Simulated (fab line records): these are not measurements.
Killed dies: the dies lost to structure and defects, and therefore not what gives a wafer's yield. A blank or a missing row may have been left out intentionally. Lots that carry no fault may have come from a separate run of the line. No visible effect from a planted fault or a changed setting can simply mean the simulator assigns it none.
Matching of chambers || flow sky130 || 4 sister chambers for SKY_FIELD_ISO_ETCH_17 on rie si-02
The step etches Si in HBr/Cl2/O2, target depth 342 nm, time 97.7 s. 22 wafers are shown with their chamber, then 11 later ones without.

== EACH WAFER AND ITS CHAMBER ==
{"wafer": "L075.1", "chamber": 0, "drypump motor current A (A)": 5.5, "oes product au (a.u.)": 1.000, "throttle valve pct (%)": 25.664}
{"wafer": "L075.3", "chamber": 2, "drypump motor current A (A)": 5.9, "oes product au (a.u.)": 1.010, "throttle valve pct (%)": 25.651}
{"wafer": "L075.4", "chamber": 1, "drypump motor current A (A)": 5.8, "oes product au (a.u.)": 0.997, "throttle valve pct (%)": 25.661}
{"wafer": "L077.1", "chamber": 3, "drypump motor current A (A)": 6.0, "oes product au (a.u.)": 1.002, "throttle valve pct (%)": 25.658}
{"wafer": "L077.5", "chamber": 1, "drypump motor current A (A)": 5.8, "oes product au (a.u.)": 0.985, "throttle valve pct (%)": 25.667}
{"wafer": "L077.6", "chamber": 0, "drypump motor current A (A)": 5.5, "oes product au (a.u.)": 0.999, "throttle valve pct (%)": 25.655}
{"wafer": "L079.1", "chamber": 0, "drypump motor current A (A)": 5.5, "oes product au (a.u.)": 0.999, "throttle valve pct (%)": 25.654}
{"wafer": "L079.4", "chamber": 3, "drypump motor current A (A)": 6.0, "oes product au (a.u.)": 1.004, "throttle valve pct (%)": 25.647}
{"wafer": "L079.5", "chamber": 3, "drypump motor current A (A)": 6.0, "oes product au (a.u.)": 0.996, "throttle valve pct (%)": 25.654}
{"wafer": "L085.4", "chamber": 3, "drypump motor current A (A)": 6.1, "oes product au (a.u.)": 1.001, "throttle valve pct (%)": 25.660}
{"wafer": "L085.5", "chamber": 1, "drypump motor current A (A)": 5.9, "oes product au (a.u.)": 0.999, "throttle valve pct (%)": 25.649}
{"wafer": "L085.6", "chamber": 2, "drypump motor current A (A)": 5.9, "oes product au (a.u.)": 1.022, "throttle valve pct (%)": 25.648}
{"wafer": "L086.1", "chamber": 3, "drypump motor current A (A)": 6.0, "oes product au (a.u.)": 0.996, "throttle valve pct (%)": 25.653}
{"wafer": "L086.3", "chamber": 1, "drypump motor current A (A)": 5.8, "oes product au (a.u.)": 0.997, "throttle valve pct (%)": 25.659}
{"wafer": "L086.6", "chamber": 3, "drypump motor current A (A)": 6.0, "oes product au (a.u.)": 1.008, "throttle valve pct (%)": 25.653}
{"wafer": "L088.2", "chamber": 0, "drypump motor current A (A)": 5.5, "oes product au (a.u.)": 0.985, "throttle valve pct (%)": 25.657}
{"wafer": "L088.3", "chamber": 2, "drypump motor current A (A)": 5.9, "oes product au (a.u.)": 1.014, "throttle valve pct (%)": 25.647}
{"wafer": "L088.5", "chamber": 2, "drypump motor current A (A)": 5.9, "oes product au (a.u.)": 1.010, "throttle valve pct (%)": 25.634}
{"wafer": "L089.1", "chamber": 0, "drypump motor current A (A)": 5.5, "oes product au (a.u.)": 0.993, "throttle valve pct (%)": 25.666}
{"wafer": "L089.2", "chamber": 1, "drypump motor current A (A)": 5.9, "oes product au (a.u.)": 0.996, "throttle valve pct (%)": 25.652}
{"wafer": "L089.6", "chamber": 3, "drypump motor current A (A)": 6.0, "oes product au (a.u.)": 1.014, "throttle valve pct (%)": 25.651}
{"wafer": "L090.1", "chamber": 3, "drypump motor current A (A)": 6.0, "oes product au (a.u.)": 1.002, "throttle valve pct (%)": 25.657}

SIGNATURES, as means of the wafers listed above
{"reading": "drypump motor current A", "chamber 0": 5.500, "chamber 1": 5.840, "chamber 2": 5.900, "chamber 3": 6.013, "scatter within a chamber": 0.034}
{"reading": "oes product au", "chamber 0": 0.99520, "chamber 1": 0.99480, "chamber 2": 1.01400, "chamber 3": 1.00287, "scatter within a chamber": 0.00593}
{"reading": "throttle valve pct", "chamber 0": 25.65920, "chamber 1": 25.65760, "chamber 2": 25.64500, "chamber 3": 25.65413, "scatter within a chamber": 0.00585}
Rule: a wafer's distance from a chamber is the root of the sum, over the readings, of the square of ((its reading less the chamber's mean) divided by the reading's scatter). The wafer belongs to the nearest chamber; if the next one is less than 2 further off, it can't be placed. How the scatter is found: for the shown wafers, subtract from each reading the mean of its chamber, square and add these, divide the total by (wafers less chambers), then take the root.

== WAFERS WITHOUT THEIR CHAMBER ==
{"wafer": "L090.3", "drypump motor current A (A)": 5.5, "oes product au (a.u.)": 0.993, "throttle valve pct (%)": 25.651}
{"wafer": "L090.6", "drypump motor current A (A)": 5.8, "oes product au (a.u.)": 0.998, "throttle valve pct (%)": 25.667}
{"wafer": "L093.1", "drypump motor current A (A)": 5.5, "oes product au (a.u.)": 1.007, "throttle valve pct (%)": 25.652}
{"wafer": "L093.2", "drypump motor current A (A)": 6.0, "oes product au (a.u.)": 0.993, "throttle valve pct (%)": 25.659}
{"wafer": "L093.3", "drypump motor current A (A)": 5.9, "oes product au (a.u.)": 1.017, "throttle valve pct (%)": 25.661}
{"wafer": "L095.1", "drypump motor current A (A)": 5.9, "oes product au (a.u.)": 0.998, "throttle valve pct (%)": 25.647}
{"wafer": "L095.2", "drypump motor current A (A)": 6.0, "oes product au (a.u.)": 1.019, "throttle valve pct (%)": 25.645}
{"wafer": "L095.4", "drypump motor current A (A)": 5.5, "oes product au (a.u.)": 1.011, "throttle valve pct (%)": 25.634}
{"wafer": "L097.1", "drypump motor current A (A)": 5.9, "oes product au (a.u.)": 1.002, "throttle valve pct (%)": 25.649}
{"wafer": "L097.4", "drypump motor current A (A)": 5.9, "oes product au (a.u.)": 0.990, "throttle valve pct (%)": 25.676}
{"wafer": "L097.6", "drypump motor current A (A)": 6.0, "oes product au (a.u.)": 1.001, "throttle valve pct (%)": 25.637}

== EACH ONE'S CHAMBER ==
{"wafer": "L090.3", "from the rows above": 0, "in truth": 0}
{"wafer": "L090.6", "from the rows above": 1, "in truth": 1}
{"wafer": "L093.1", "from the rows above": 0, "in truth": 0}
{"wafer": "L093.2", "from the rows above": 3, "in truth": 3}
{"wafer": "L093.3", "from the rows above": "can't be placed: 2 or 1 or 3", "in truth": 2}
{"wafer": "L095.1", "from the rows above": "can't be placed: 1 or 2 or 3", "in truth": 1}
{"wafer": "L095.2", "from the rows above": "can't be placed: 2 or 3", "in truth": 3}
{"wafer": "L095.4", "from the rows above": 0, "in truth": 0}
{"wafer": "L097.1", "from the rows above": "can't be placed: 2 or 1 or 3", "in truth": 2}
{"wafer": "L097.4", "from the rows above": "can't be placed: 1 or 3", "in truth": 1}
{"wafer": "L097.6", "from the rows above": "can't be placed: 3 or 2", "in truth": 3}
Correct placement for 5 of the 11. From these rows, 6 cannot be placed; in 6 the true chamber is one of the candidates. Number placed wrongly: 0.
